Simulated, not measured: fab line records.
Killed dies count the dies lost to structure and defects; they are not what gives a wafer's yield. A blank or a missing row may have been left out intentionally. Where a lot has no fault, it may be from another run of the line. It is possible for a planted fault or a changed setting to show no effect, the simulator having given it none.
Comparing a struck lot with a sound one | flow gf180mcu | 15 steps out of a route of 602
Sound: wafers L901.1, L901.4, L901.5. The struck wafers were L920.1, L920.2, L920.3. The cause is given at the end.
Order at every step that has rows: each side's tool, ch and its chambers, its first start. Under that, the readings that differ: sound wafers | struck wafers | difference of the means | sigmas: that difference in standard deviations of wafers without a fault.
alike: same words and numbers on both sides, and readings whose means sit less than 2 such deviations apart. not compared: any withheld reading, any reading some wafer has no value for, any bound like >300 that may hide the same value, and any number with overlapping values for which the record gives no deviation.
Wherever a step has rows on one side only, a row that says differs or no value, or a row with sigmas, the two part there. Numbers that don't overlap but have no deviation are shown without sigmas and don't part them. A reading missing from all wafers of one side parts the sides only when that side holds two or more wafers.

GF_PASSIVATION_CVD_00: deposits SiO2 from TEOS, target thk 1000 nm, time 111.95 s.
  sound on pecvd-04 ch 0,1, day 28 01:23; struck on pecvd-04 ch 0,1,2, day 33 21:21
  alike: heaterPowerW
GF_PASSIVATION_THK_MEAS_01:
  sound on filmMetro-01, day 28 01:28; struck on filmMetro-04, day 33 21:26
  alike: PASSIVATION_CVD_00_THK
GF_PASSIVATION_CVD_02: deposits Si3N4, target thk 700 nm, time 486.18 s.
  sound on pecvd-03 ch 0,1,2, day 28 01:32; struck on pecvd-03 ch 0,1,2, day 33 21:29
  alike: heaterPowerW
GF_PASSIVATION_THK_MEAS_03:
  sound on filmMetro-04, day 28 01:49; struck on filmMetro-04, day 33 21:47
reading                     | sound       | struck      | difference | sigmas
PASSIVATION_CVD_02_THK (nm) | 693 703 709 | 691 688 679 | -16        | -2
then, 7 steps without rows for these wafers: GF_PASSIVATION_DEHYDRATE_04 (time 60 s); GF_PASSIVATION_HMDS_05 (prime time 60 s); GF_PASSIVATION_COAT_06 (resist thk 4000 nm); GF_PASSIVATION_SOFTBAKE_07; GF_PASSIVATION_EXPOSE_08 (exposes mask Pad, target cd 40000 nm); GF_PASSIVATION_PEB_09; GF_PASSIVATION_DEVELOP_10 (develop time 60 s).
GF_PASSIVATION_ETCH_11: etches the open film in CF4/O2, stops on TiN, target depth 1800 nm, time 400 s.
  sound on rieDiel-03 ch 1,2,3, day 28 21:08; struck on rieDiel-03 ch 0,2,3, day 34 12:34
  alike: drypumpMotorCurrentA, oesProductAu, throttleValvePct
  not compared: rfHoursCounterH
GF_PASSIVATION_STRIP_12: strips in O2/N2.
  sound on plasmaAsher-02 ch 0,1, day 28 21:23; struck on plasmaAsher-01 ch 0,1, day 34 12:49
  no value came back on the struck wafers for any of 5 readings (chamberPressureMTorr (mTorr), drypumpMotorCurrentA (A) and others); on the sound wafers chamberPressureMTorr (mTorr) reads 1498.9 1499.0 1498.2
reading                                      | sound | struck         | difference | sigmas
model.coat_of_PASSIVATION_COAT_06.thkNm (nm) | 0 0 0 | 2801 2797 2808 | +2802      | 
  not compared: rfHoursCounterH
then, 1 step without rows for these wafers: GF_PASSIVATION_ANNEAL_13 (time 1800 s).
GF_PASSIVATION_BOW_MEAS_14:
  sound on filmMetro-03, day 28 22:59; struck on filmMetro-01, day 34 14:25
reading              | sound       | struck      | difference | sigmas
PASSIVATION_BOW (um) | 126 134 132 | 105 106 112 | -23        | -3

## WHERE THEY PART
At GF_PASSIVATION_THK_MEAS_03 first; at GF_PASSIVATION_BOW_MEAS_14 last (within this record only).

WHY: what had been put in by the simulator
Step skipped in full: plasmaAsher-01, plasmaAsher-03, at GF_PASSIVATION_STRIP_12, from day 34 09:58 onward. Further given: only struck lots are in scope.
